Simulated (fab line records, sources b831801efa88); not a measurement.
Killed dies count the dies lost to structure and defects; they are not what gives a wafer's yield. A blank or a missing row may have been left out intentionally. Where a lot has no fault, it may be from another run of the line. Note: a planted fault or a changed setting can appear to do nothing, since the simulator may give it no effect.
Comparing a struck lot with a sound one | flow gf180mcu | 43 out of 602 route steps
Sound: these wafers, L422.1, L422.3, L422.4. Wafers L418.4, L418.5, L418.6 were the ones struck. At the end, the cause is stated.
Order at every step that has rows: each side's tool, ch and its chambers, its first start. Under that, the readings that differ: sound wafers | struck wafers | difference of the means | sigmas: that difference in standard deviations of wafers without a fault.
alike: a reading whose means differ by less than 2 such deviations, as well as words and numbers matching on both sides. not compared: withheld readings; readings where some wafer has no value; bounds like >300 that might hide an equal value; numbers whose values overlap and for which the record gives no deviation.
The two part at a step that has a row with sigmas, a row that says differs or no value, or rows on one side only. Non-overlapping numbers with no deviation appear without sigmas and do not part them. A reading that every wafer of one side lacks parts them only if that side has two wafers or more.

first, 7 steps without rows for these wafers: GF_PSD_DEHYDRATE_00 (time 60 s); GF_PSD_HMDS_01 (prime time 60 s); GF_PSD_COAT_02 (resist thk 1005 nm); GF_PSD_SOFTBAKE_03 (time 60 s); GF_PSD_EXPOSE_04 (exposes mask Pplus, target cd 400 nm); GF_PSD_PEB_05; GF_PSD_DEVELOP_06 (develop time 60 s).
GF_PSD_CD_MEAS_07 targets a cd of 400 nm.
  struck on cd sem-01, day 17 11:59; sound on cd sem-01, day 19 00:35
  alike: cd nm
GF_PSD_OVL_MEAS_08:
  struck on overlay-02, day 17 12:04; sound on overlay-01, day 19 00:42
  reading      | sound       | struck         | difference | sigmas
  PSD_OVL (nm) | 0.1 2.3 0.0 | -1.5 -1.6 -2.3 | -2.6       | -2
then, 2 steps without rows for these wafers: GF_PSD_IMPLANT_09; GF_PSD_STRIP_10 (strips in O2/N2).
GF_PSD_TW_MEAS_11:
  struck on film metro-04, day 17 12:22; sound on film metro-02, day 19 00:59
  reading | sound          | struck         | difference | sigmas
  PSD_TW  | 3164 3185 3177 | 3213 3225 3239 | +50        | +2
GF_PSD_CLEAN_12: cleans in SC1/SC2, time 150 s.
  sound on wet bench-01 ch 1, day 19 01:02; struck on wet bench-04 ch 3, day 17 12:23
GF_PSD_RTA_13: time 20 s.
  sound on rtp anneal-02 ch 0, day 19 01:06; struck on rtp anneal-01 ch 0, day 17 12:29
  reading            | sound    | struck   | difference | sigmas
  lamp power pct (%) | 41 41 41 | 34 34 34 | -7         | -2
  alike: chamber o2 ppm, wafer_temp_C_max
GF_PSD_RS_MEAS_14: measures by four-point-probe.
  struck on film metro-02, day 17 12:35; sound on film metro-02, day 19 01:11
  alike: NSD_RS
GF_PSD_RS_MEAS_15: measures by four-point-probe.
  struck on film metro-02, day 17 12:42; sound on film metro-02, day 19 01:18
  reading         | sound                | struck               | difference | sigmas
  PSD_RS (ohm/sq) | 108.38 108.33 108.31 | 108.79 108.91 109.05 | +0.58      | +2
then, 1 step without rows for these wafers: GF_SAB_CVD_00 (deposits SiO2 from TEOS, target thk 50 nm, time 4.788 s).
GF_SAB_THK_MEAS_01:
  struck on film metro-04, day 17 12:49; sound on film metro-04, day 19 01:26
  alike: SAB_CVD_00_THK
then, 7 steps without rows for these wafers: GF_SAB_DEHYDRATE_02 (time 60 s); GF_SAB_HMDS_03 (prime time 60 s); GF_SAB_COAT_04 (resist thk 1000 nm); GF_SAB_SOFTBAKE_05 (time 60 s); GF_SAB_EXPOSE_06 (exposes mask SAB, target cd 420 nm); GF_SAB_PEB_07; GF_SAB_DEVELOP_08 (develop time 60 s).
GF_SAB_CD_MEAS_09 targets a cd of 420 nm.
  struck on cd sem-01, day 18 11:43; sound on cd sem-02, day 20 01:27
  alike: cd nm
GF_SAB_OVL_MEAS_10:
  struck on overlay-02, day 18 11:47; sound on overlay-01, day 20 01:34
  alike: SAB_OVL
then, 2 steps without rows for these wafers: GF_SAB_ETCH_11 (etches SiO2 in C4F8/O2/Ar, target depth 55 nm, time 8.5 s); GF_SAB_WET_ETCH_12 (etches SiO2 in dHF, target depth 22 nm, time 440 s).
GF_SAB_STRIP_13: strips in O2/N2.
  sound on plasma asher-01 ch 0,1, day 20 01:55; struck on plasma asher-01 ch 0,1, day 18 12:01
  reading                      | sound                | struck               | difference | sigmas
  strip time to endpoint s (s) | 12.650 12.623 12.609 | 12.551 12.541 12.608 | -0.061     | -2
  alike: drypump motor current A, heater power w, oes product au
  not compared: rf hours counter h
then, 4 steps without rows for these wafers: GF_SALICIDE_CLEAN_00 (cleans in SC1/SC2, time 150 s); GF_SALICIDE_WET_ETCH_01 (etches SiO2 in dHF, target depth 5 nm, time 100 s); GF_SALICIDE_SPUTTER_02 (material Co, target thk 10 nm, time 20 s); GF_SALICIDE_SPUTTER_03 (material TiN, target thk 20 nm, time 16.7 s).
GF_SALICIDE_RS_MEAS_04: measures by four-point-probe.
  struck on film metro-03, day 18 12:17; sound on film metro-03, day 20 02:10
  alike: SALICIDE_TIN_RS
GF_SALICIDE_THK_MEAS_05: measures by xrf.
  struck on film metro-03, day 18 12:23; sound on film metro-03, day 20 02:17
  alike: SALICIDE_TIN_THK
GF_SALICIDE_RTA_06: time 30 s.
  sound on rtp anneal-01 ch 0, day 20 02:20; struck on rtp anneal-02 ch 0, day 18 12:28
  reading            | sound       | struck      | difference | sigmas
  lamp power pct (%) | 6.2 6.2 6.2 | 7.4 7.4 7.4 | +1.2       | +2
  alike: chamber o2 ppm, wafer_temp_C_max
then, 1 step without rows for these wafers: GF_SALICIDE_WET_ETCH_07 (etches the open film in SPM, target depth 120 nm).
GF_SALICIDE_RTA_08: time 30 s.
  sound on rtp anneal-02 ch 0, day 20 02:32; struck on rtp anneal-01 ch 0, day 18 12:42
  reading            | sound          | struck         | difference | sigmas
  lamp power pct (%) | 20.6 20.6 20.6 | 17.2 17.1 17.2 | -3.4       | -2
  alike: chamber o2 ppm, wafer_temp_C_max
then, 1 step without rows for these wafers: GF_CONTACT_CVD_00 (deposits SiO2, target thk 300 nm, time 50 s).
GF_CONTACT_THK_MEAS_01:
  struck on film metro-03, day 18 12:53; sound on film metro-02, day 20 02:41
  alike: CONTACT_CVD_00_THK
GF_CONTACT_CVD_02: deposits SiO2 from TEOS, target thk 860 nm, time 95.992 s.
  sound on pecvd-01 ch 1,2, day 20 02:45; struck on pecvd-04 ch 0,1,2, day 18 12:56
  alike: heater power w, susceptor temp C
-- the record jumps here: 13 days lie between the struck wafers' starts before and after (it left off in module CONTACT and takes up again in module PASSIVATION, whose first step shown is number 602 of the route) --
GF_PASSIVATION_PROBE_99:
  rows exist in the record for the struck wafers here (prober-01, day 31 18:22), but not for the sound ones

== WHERE THEY PART ==
At GF_PSD_OVL_MEAS_08 first; at GF_PASSIVATION_PROBE_99 last (within this record only).

WHY: what had been put in by the simulator
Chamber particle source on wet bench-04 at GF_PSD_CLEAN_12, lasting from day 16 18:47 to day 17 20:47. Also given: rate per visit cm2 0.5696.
